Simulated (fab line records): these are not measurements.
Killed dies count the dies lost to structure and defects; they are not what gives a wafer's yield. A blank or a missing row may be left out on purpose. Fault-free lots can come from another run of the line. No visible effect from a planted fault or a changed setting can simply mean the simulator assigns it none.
Comparing a struck lot with a sound one ; flow sfq_line ; 42 out of 325 route steps
Sound: these wafers, L634.1, L634.2, L634.6. Struck: wafers L638.2, L638.6 (left out: L638.3, a lot-mate that was not struck); the cause follows at the end.
For every step that has rows: the tool of each side, followed by ch and its chambers, followed by its first start. Under that, the readings that differ: sound wafers ; struck wafers ; difference of the means ; sigmas: that difference in standard deviations of wafers without a fault.
alike: words and numbers the same on both sides, and readings whose means are apart by under 2 such deviations; not compared: readings that were withheld, readings missing a value for some wafer, numbers with overlapping values and no deviation given by the record, and bounds like >300 which may hide the same value.
The two part at a step that has a row with sigmas, a row that says differs or no value, or rows on one side only. When numbers do not overlap yet have no deviation, they are printed without sigmas and do not part them. A reading missing from all wafers of one side parts the sides only when that side holds two or more wafers.

first, 6 steps without rows for these wafers: SFQ_TRILAYER_I0_VIA_LITHO_COAT_036 (resist thk 62 nm); SFQ_TRILAYER_I0_VIA_LITHO_COAT_031 (resist thk 650 nm); SFQ_TRILAYER_I0_VIA_LITHO_SOFTBAKE_035; SFQ_TRILAYER_I0_VIA_LITHO_EXPOSE_032 (exposes mask I0, target cd 500 nm); SFQ_TRILAYER_I0_VIA_LITHO_PEB_034 (peb time 60 s); SFQ_TRILAYER_I0_VIA_LITHO_DEVELOP_033 (time 60 s).
SFQ_I0_OVL_MEAS_908:
  sound on overlay-02, day 17 01:04; struck on overlay-01, day 17 09:28
reading;sound;struck;difference;sigmas
I0_OVL (nm);-6 -7 -8;11 10;+18;+3
SFQ_TRILAYER_I0_VIA_BARC_OPEN_VIA_ETCH_046: etches BARC in O2, target depth 125 nm, time 41.7 s.
  sound on rie_diel-01 ch 0,1,2, day 17 01:06; struck on rie_diel-02 ch 1,3, day 17 09:30
  alike: drypump_motor_current_A, oes_product_au
  not compared: rf_hours_counter_h
SFQ_TRILAYER_I0_VIA_ETCH_VIA_ETCH_034: etches SiO2 in CHF3, stops on Nb, target depth 260 nm.
  sound on rie_diel-01 ch 0,1,2, day 17 01:08; struck on rie_diel-02 ch 1,3, day 17 09:32
  alike: drypump_motor_current_A, oes_product_au
SFQ_TRILAYER_I0_VIA_STRIP_STRIP_035: strips in O2.
  sound on rie_metal-03 ch 0,1, day 17 01:15; struck on rie_metal-02 ch 0,1, day 17 09:39
  alike: drypump_motor_current_A, he_backside_leak_sccm, oes_product_au
  not compared: rf_hours_counter_h
then, 2 steps without rows for these wafers: SFQ_TRILAYER_I0_VIA_STRIP_SOLV_CLEAN_036 (cleans in NMP, time 600 s); SFQ_TRILAYER_M1_DEP_PRE_CLEAN_038 (time 22.5 s).
SFQ_TRILAYER_M1_DEP_SPUTTER_037: material Nb, target thk 200 nm, time 133.3 s.
  sound on pvd_sputter-04, day 17 02:03; struck on pvd_sputter-04, day 17 10:28
reading;sound;struck;difference;sigmas
model.Nb_of_TRILAYER_M1_DEP_SPUTTER_037.thk_nm (nm);200.5 199.5 200.9;363.6 365.3;+164.2;
  alike: substrate_temp_c, throttle_valve_pct
SFQ_M1_RS_MEAS_909: measures by four-point-probe.
  sound on film_metro-02, day 17 02:08; struck on film_metro-02, day 17 10:35
reading;sound;struck;difference;sigmas
M1_NB_RS (ohm/sq);0.889 0.893 0.884;0.487 0.485;-0.403;-42
then, 6 steps without rows for these wafers: SFQ_TRILAYER_M1_LITHO_COAT_044 (resist thk 62 nm); SFQ_TRILAYER_M1_LITHO_COAT_039 (resist thk 600 nm); SFQ_TRILAYER_M1_LITHO_SOFTBAKE_043; SFQ_TRILAYER_M1_LITHO_EXPOSE_040 (exposes mask M1, target cd 500 nm); SFQ_TRILAYER_M1_LITHO_PEB_042 (peb time 60 s); SFQ_TRILAYER_M1_LITHO_DEVELOP_041 (time 60 s).
SFQ_M1_OVL_MEAS_911:
  sound on overlay-01, day 18 21:43; struck on overlay-02, day 19 06:08
  alike: M1_OVL
then, 1 step without rows for these wafers: SFQ_TRILAYER_M1_BARC_OPEN_METAL_ETCH_054 (etches BARC in O2, target depth 125 nm, time 41.7 s).
SFQ_TRILAYER_M1_ETCH_METAL_ETCH_042: etches Nb in Cl2/Ar, stops on SiO2, target depth 240 nm, time 120 s.
  sound on rie_metal-04 ch 0,1, day 18 21:49; struck on rie_metal-03 ch 1, day 19 06:13
reading;sound;struck;difference;sigmas
drypump_motor_current_A (A);6.1 6.2 6.2;5.3 5.3;-0.9;-2
oes_product_au (a.u.);0.897 0.888 0.892;0.986 1.009;+0.105;+15
  alike: he_backside_leak_sccm
  not compared: rf_hours_counter_h
then, 4 steps without rows for these wafers: SFQ_TRILAYER_M1_STRIP_STRIP_043 (strips in O2); SFQ_TRILAYER_M1_STRIP_SOLV_CLEAN_044 (cleans in NMP, time 600 s); SFQ_TRILAYER_I1_DEP_PECVD_045 (deposits SiO2 from SiH4/N2O, time 111.11 s, target thk 500 nm); SFQ_TRILAYER_I1_CMP_CMP_046 (polishes SiO2).
SFQ_I1_BOW_MEAS_912:
  sound on film_metro-04, day 19 01:47; struck on film_metro-04, day 19 10:15
  alike: I1_BOW
SFQ_TRILAYER_I1_METRO_MEASURE_047:
  sound on film_metro-04, day 19 01:55; struck on film_metro-04, day 19 10:33
  alike: thk_nm
then, 6 steps without rows for these wafers: SFQ_TRILAYER_I1_VIA_LITHO_COAT_054 (resist thk 62 nm); SFQ_TRILAYER_I1_VIA_LITHO_COAT_049 (resist thk 650 nm); SFQ_TRILAYER_I1_VIA_LITHO_SOFTBAKE_053; SFQ_TRILAYER_I1_VIA_LITHO_EXPOSE_050 (exposes mask I1, target cd 500 nm); SFQ_TRILAYER_I1_VIA_LITHO_PEB_052 (peb time 60 s); SFQ_TRILAYER_I1_VIA_LITHO_DEVELOP_051 (time 60 s).
-- the record jumps here: 6 days lie between the struck wafers' starts before and after --
SFQ_I1_OVL_MEAS_913:
  sound on overlay-01, day 25 04:23; struck on overlay-02, day 25 12:47
  alike: I1_OVL
then, 2 steps without rows for these wafers: SFQ_TRILAYER_I1_VIA_BARC_OPEN_VIA_ETCH_071 (etches BARC in O2, target depth 125 nm, time 41.7 s); SFQ_TRILAYER_I1_VIA_ETCH_VIA_ETCH_052 (etches SiO2 in CHF3, stops on Nb, target depth 260 nm).
SFQ_TRILAYER_I1_VIA_STRIP_STRIP_053: strips in O2.
  sound on rie_metal-01 ch 0,1, day 25 04:35; struck on rie_metal-02 ch 1, day 25 12:59
  alike: drypump_motor_current_A, he_backside_leak_sccm, oes_product_au
  not compared: rf_hours_counter_h
then, 2 steps without rows for these wafers: SFQ_TRILAYER_I1_VIA_STRIP_SOLV_CLEAN_054 (cleans in NMP, time 600 s); SFQ_TRILAYER_M2_DEP_PRE_CLEAN_056 (time 22.5 s).
-- the record jumps here: 63 days lie between the struck wafers' starts before and after --
SFQ_M8_BOW_MEAS_951:
  sound on film_metro-03, day 85 05:44; struck on film_metro-03, day 88 20:04
reading;sound;struck;difference;sigmas
model.etest.m1.comb_log10_ohm;12 12 12;0 0;-12;
model.etest.m1.ohm_sq;0.8876 0.8919 0.886;0.4895 0.4871;-0.4002;
  alike: M8_BOW

WHERE THEY PART
Earliest at SFQ_I0_OVL_MEAS_908; latest, in this record, at SFQ_TRILAYER_M1_ETCH_METAL_ETCH_042. Later steps at which nothing parts them and some readings are alike: SFQ_I1_BOW_MEAS_912, SFQ_TRILAYER_I1_METRO_MEASURE_047, SFQ_I1_OVL_MEAS_913, SFQ_TRILAYER_I1_VIA_STRIP_STRIP_053, SFQ_M8_BOW_MEAS_951.

WHY: the cause the simulator had injected
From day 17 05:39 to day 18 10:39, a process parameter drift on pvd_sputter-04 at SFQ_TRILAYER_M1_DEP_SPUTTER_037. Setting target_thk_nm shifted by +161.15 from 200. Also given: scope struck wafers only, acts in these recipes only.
